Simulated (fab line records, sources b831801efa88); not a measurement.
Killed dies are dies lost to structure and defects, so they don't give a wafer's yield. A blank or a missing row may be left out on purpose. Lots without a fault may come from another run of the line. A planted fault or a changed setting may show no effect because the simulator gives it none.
Which tool did it? | flow gf180mcu | 12 lots, 36 wafers sampled, at 1 step of a route of 602

WHAT THE GAUGES READ, wafer by wafer
GF_MVSD_TW_MEAS_11.
lot  | measured     | on            | MVSD_TW
L075 | day 4 20:24  | film_metro-03 | 1590 1586 1589
L078 | day 5 09:34  | film_metro-04 | 1578 1574 1581
L079 | day 5 17:16  | film_metro-04 | 1586 1579 1582
L081 | day 6 05:59  | film_metro-01 | 1582 1579 1582
L083 | day 6 15:39  | film_metro-04 | 1580 1585 1590
L085 | day 7 02:22  | film_metro-03 | 1592 1598 1587
L087 | day 7 14:06  | film_metro-04 | 1573 1579 1578
L089 | day 8 03:11  | film_metro-01 | 1584 1588 1588
L091 | day 8 14:35  | film_metro-01 | 1591 1586 1580
L093 | day 9 03:18  | film_metro-03 | 1591 1589 1584
L095 | day 9 10:09  | film_metro-01 | 1589 1579 1584
L097 | day 10 00:12 | film_metro-04 | 1575 1574 1577

WHICH TOOL RAN EACH LOT (tool, then ch and the chambers of the sampled wafers, then the start)
The record holds no process step before these readings.

THE ANSWER, worked out from the rows above alone
Rule: what is usual is taken from the lots themselves. Put in order of their means at a reading, lots are off if they are a third of the lots or fewer, leave a main group of 4 or more, and stand apart from it by a gap of 3 or more times the standard deviation of the main group's means; of several such gaps the widest counts. A main group whose means are all the same, to the digits that the tables above print for the reading, isn't used. A lot without any number at a reading at which 4 lots or more have one is off too. The other lots that the step has rows for count as sound.
No lot is off at any reading shown: from this, nothing can be told.

WHAT THE SIMULATOR HAD PUT IN
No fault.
